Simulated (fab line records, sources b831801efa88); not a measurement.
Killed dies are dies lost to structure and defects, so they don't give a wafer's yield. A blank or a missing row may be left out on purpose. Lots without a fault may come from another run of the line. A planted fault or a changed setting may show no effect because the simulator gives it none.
Chamber matching | flow sky130 | SKY_CAP2M_CVD_00 on pecvd-02: 3 sister chambers
The step deposits SiO2, target thk 15.5 nm. 3 wafers are shown with their chamber, then 9 later ones without.

WAFERS WITH THEIR CHAMBER
wafer  | chamber | heater_power_w (W)
L088.4 | 1       | 742
L090.1 | 0       | 587
L090.6 | 2       | 766

WAFERS WITHOUT THEIR CHAMBER
wafer  | heater_power_w (W)
L092.1 | 785
L092.2 | 774
L092.6 | 764
L094.2 | 816
L094.4 | 734
L094.5 | 624
L095.2 | 820
L095.3 | 719
L095.4 | 538

WHICH CHAMBER EACH WENT THROUGH
wafer  | from the rows above     | in truth
L092.1 | can't be placed: 2 or 1 | 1
L092.2 | can't be placed: 2 or 1 | 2
L092.6 | can't be placed: 2 or 1 | 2
L094.2 | can't be placed: 2 or 1 | 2
L094.4 | can't be placed: 1 or 2 | 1
L094.5 | 0                       | 0
L095.2 | can't be placed: 2 or 1 | 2
L095.3 | can't be placed: 1 or 2 | 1
L095.4 | 0                       | 0
Placed correctly: 2 of 9. Can't be placed from these rows: 7 (the true chamber is among the candidates in 7). Placed wrongly: 0.
How it was worked out, from the rows above alone: a wafer's distance from a chamber is the root of the sum, over the readings, of the square of ((its reading less the chamber's mean) divided by the reading's scatter). The wafer belongs to the nearest chamber; if the next one is less than 2 further off, it can't be placed. A chamber's mean is the mean of its shown wafers. The scatter: with one shown wafer a chamber, the root of the mean of the squares of how far each hidden wafer lies from its nearest shown one.
